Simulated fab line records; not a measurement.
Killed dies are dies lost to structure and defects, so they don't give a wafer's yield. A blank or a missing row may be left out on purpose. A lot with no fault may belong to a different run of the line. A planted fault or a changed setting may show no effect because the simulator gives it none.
Which of the tools did it? / flow sky130 / Sampling: 7 lots, 21 wafers, 2 of 708 route steps

== WHAT EACH GAUGE READ, for each wafer ==
SKY_CAP2M_OVL_MEAS_12.
lot=L768; measured=day 41 07:31; on=overlay-02; CAP2M_OVL (nm)=-0.9 -1.2 -0.7
lot=L770; measured=day 41 21:31; on=overlay-02; CAP2M_OVL (nm)=-0.6 -2.4 -1.7
lot=L772; measured=day 42 09:16; on=overlay-01; CAP2M_OVL (nm)=-2.8 -2.9 -2.0
lot=L774; measured=day 43 00:31; on=overlay-01; CAP2M_OVL (nm)=1.1 1.5 -0.1
lot=L776; measured=day 43 16:37; on=overlay-01; CAP2M_OVL (nm)=-2.9 -1.0 -0.6
lot=L784; measured=day 45 13:38; on=overlay-01; CAP2M_OVL (nm)=0.5 -1.3 -1.2
lot=L790; measured=day 47 00:53; on=overlay-01; CAP2M_OVL (nm)=0.3 0.1 -0.1

== WHICH TOOL RAN EACH LOT (tool, then ch and the chambers of the sampled wafers, then the start) ==
lot=L768; SKY_LOCAL_INTERCONNECT_CLEAN_18=wetBench-01 ch 3, day 31 02:46
lot=L770; SKY_LOCAL_INTERCONNECT_CLEAN_18=wetBench-04 ch 0, day 31 19:44
lot=L772; SKY_LOCAL_INTERCONNECT_CLEAN_18=wetBench-01 ch 3, day 32 09:00
lot=L774; SKY_LOCAL_INTERCONNECT_CLEAN_18=wetBench-04 ch 1, day 33 01:58
lot=L776; SKY_LOCAL_INTERCONNECT_CLEAN_18=wetBench-04 ch 1, day 33 20:04
lot=L784; SKY_LOCAL_INTERCONNECT_CLEAN_18=wetBench-04 ch 2, day 36 01:57
lot=L790; SKY_LOCAL_INTERCONNECT_CLEAN_18=wetBench-02 ch 0, day 37 19:59
- SKY_LOCAL_INTERCONNECT_CLEAN_18: cleans in O3/DIW.

== THE ANSWER, worked out from the rows above alone ==
Rule: what is usual is taken from the lots themselves. The widest of any qualifying gaps counts: lots, ordered by their means at a reading, are off when they make up no more than a third of the lots, leave a main group of 4 or more, and stand apart from it by 3 or more times the standard deviation of that group's means. Not used: any main group whose means are identical at the precision the tables above print for the reading. A lot without any number at a reading at which 4 lots or more have one is off too. Any other lot the step has rows for is counted as sound.
No lot is off at any reading shown: from this, nothing can be told.

== WHAT THE SIMULATOR HAD INSERTED ==
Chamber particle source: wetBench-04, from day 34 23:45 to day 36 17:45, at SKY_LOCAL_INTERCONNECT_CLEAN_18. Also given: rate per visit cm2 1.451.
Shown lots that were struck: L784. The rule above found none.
